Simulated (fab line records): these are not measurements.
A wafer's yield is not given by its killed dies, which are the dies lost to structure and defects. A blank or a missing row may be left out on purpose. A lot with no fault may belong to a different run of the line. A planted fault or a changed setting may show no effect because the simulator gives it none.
Split-lot trial | flow gf180mcu | on a route of 602 steps: 5 lots, 23 wafers read

== SPLIT DETAILS ==
At GF_VT_IMPLANT_IMPLANT_30, the setting dose_cm2 was moved away from the recipe's 2.534e+12 on 10 of the 23 wafers read, by -11.8% to +15.5%. For the rest of the wafers, this setting stayed at what the recipe calls for.

== FROM THE SPLIT TO THE READING: what the file shows between them, 1 step ==
- GF_VT_IMPLANT_STRIP_31: strips in O2/N2

== THE READING ==
VT_IMPLANT_3_TW, at GF_VT_IMPLANT_TW_MEAS_32. Typical for fault-free wafers on this fab line: 270.8, with standard deviation 1.6.

wafer  | tool, chamber at the split | dose_cm2 as run | against the recipe | VT_IMPLANT_3_TW | against lot-mates on the recipe
L076.2 | implanter-01, 0            | 2.534e+12       | recipe             | 272.9           | -
L076.3 | implanter-01, 0            | 2.404e+12       | -5.1%              | 268.8           | -2.7
L076.4 | implanter-01, 0            | 2.404e+12       | -5.1%              | 270.2           | -1.3
L076.5 | implanter-01, 0            | 2.404e+12       | -5.1%              | 270.0           | -1.5
L076.6 | implanter-01, 0            | 2.534e+12       | recipe             | 270.1           | -
L077.1 | implanter-02, 0            | 2.534e+12       | recipe             | 269.4           | -
L077.2 | implanter-02, 0            | 2.534e+12       | recipe             | 269.7           | -
L077.6 | implanter-02, 0            | 2.534e+12       | recipe             | 271.9           | -
L080.1 | implanter-03, 0            | 2.235e+12       | -11.8%             | 258.6           | -8.1
L080.2 | implanter-03, 0            | 2.534e+12       | recipe             | 267.0           | -
L080.3 | implanter-03, 0            | 2.235e+12       | -11.8%             | 258.0           | -8.7
L080.5 | implanter-03, 0            | 2.534e+12       | recipe             | 265.9           | -
L080.6 | implanter-03, 0            | 2.534e+12       | recipe             | 267.3           | -
L082.1 | implanter-02, 0            | 2.709e+12       | +6.9%              | 276.4           | +4.9
L082.2 | implanter-02, 0            | 2.709e+12       | +6.9%              | 276.4           | +4.9
L082.3 | implanter-02, 0            | 2.534e+12       | recipe             | 271.3           | -
L082.5 | implanter-02, 0            | 2.534e+12       | recipe             | 271.7           | -
L082.6 | implanter-02, 0            | 2.709e+12       | +6.9%              | 276.8           | +5.3
L084.1 | implanter-03, 0            | 2.927e+12       | +15.5%             | 282.5           | +12.4
L084.2 | implanter-03, 0            | 2.927e+12       | +15.5%             | 282.4           | +12.3
L084.3 | implanter-03, 0            | 2.534e+12       | recipe             | 270.3           | -
L084.5 | implanter-03, 0            | 2.534e+12       | recipe             | 269.4           | -
L084.6 | implanter-03, 0            | 2.534e+12       | recipe             | 270.6           | -

FIT RESULTS
A straight line over all 23 wafers: VT_IMPLANT_3_TW changes by +0.814 for each +1% of dose_cm2; r = +0.93; the points scatter about the line by 2.2.
The same after taking each lot's own level away (the mean of its wafers on the recipe; 23 wafers): +0.723 for each +1%; r = +0.98; scatter 1.
On that fit, the largest move of dose_cm2 shifts the reading by 11.
Across the lots, their own levels run from 266.73 to 271.50, a range of 3.0 times the standard deviation given above.
In other words, the slope is changed by the lot-to-lot level; the two fits disagree.
Check: for one of the wafers moved furthest among these (+15.5%), held out of the fit, the line's prediction against its lot-mates is +11.3. It came out at +12.4 against them.

== ADDITIONAL SPLITS CARRIED BY THESE WAFERS ==
These wafers also went through other splits before the reading. Each is held against what the fit with the lots' levels taken away leaves over:
other split on the same wafers     | wafers away from the commonest value | r with VT_IMPLANT_3_TW (lot level and that fit taken away)
GF_STI_ETCH_13 over_etch_frac      | 7                                    | +0.32
GF_DNWELL_COAT_02 spin_rpm         | 4                                    | +0.15
GF_DNWELL_SOFTBAKE_03 temp_c       | 10                                   | -0.14
GF_NWELL_IMPLANT_08 energy_kev     | 10                                   | -0.21
GF_LVPWELL_STRIP_10 pressure_mtorr | 15                                   | -0.02
GF_MVSD_IMPLANT_08 energy_kev      | 7                                    | +0.00
GF_MVPSD_IMPLANT_08 dose_cm2       | 9                                    | +0.18

== FILE'S OWN FIT ==
VT_IMPLANT_3_TW changes by +0.738 for each +1% of dose_cm2, r = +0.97.
